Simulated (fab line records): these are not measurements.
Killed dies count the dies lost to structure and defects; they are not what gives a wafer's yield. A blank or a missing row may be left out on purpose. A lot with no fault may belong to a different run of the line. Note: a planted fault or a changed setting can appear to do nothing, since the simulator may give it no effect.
Matching of chambers ; flow gf180mcu ; pecvd-04 running GF_V5_CVD_02: 3 sister chambers
The step deposits SiO2 from TEOS, target thk 1450 nm, time 163.28 s. 6 wafers are shown with their chamber, then 10 later ones without.

## EACH WAFER AND ITS CHAMBER
wafer;chamber;heater power w (W)
L086.4;2;751
L088.2;1;688
L088.4;1;546
L088.6;2;876
L093.1;0;730
L093.4;0;751

## WAFERS WHOSE CHAMBER IS MISSING
wafer;heater power w (W)
L093.5;546
L095.1;675
L095.3;823
L095.6;874
L096.3;912
L096.4;753
L096.5;556
L097.1;626
L097.2;927
L097.4;767

## WHICH CHAMBER EACH ONE RAN IN
wafer;from the rows above;in truth
L093.5;can't be placed: 1 or 0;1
L095.1;can't be placed: 1 or 0 or 2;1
L095.3;can't be placed: 2 or 0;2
L095.6;can't be placed: 2 or 0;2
L096.3;can't be placed: 2 or 0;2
L096.4;can't be placed: 0 or 2 or 1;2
L096.5;can't be placed: 1 or 0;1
L097.1;can't be placed: 1 or 0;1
L097.2;can't be placed: 2 or 0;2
L097.4;can't be placed: 0 or 2 or 1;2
Correct placement for 0 of the 10. Not placeable from these rows: 10 (in 10, the candidates include the true chamber). Placed wrongly: 0.
How it was worked out, from the rows above alone: a wafer's distance from a chamber is the root of the sum, over the readings, of the square of ((its reading less the chamber's mean) divided by the reading's scatter). The wafer belongs to the nearest chamber; if the next one is less than 2 further off, it can't be placed. Each chamber's mean is taken over the wafers shown for it. The scatter is the square root of a quotient: the sum, over the shown wafers, of each reading's squared deviation from its chamber's mean, divided by wafers minus chambers.
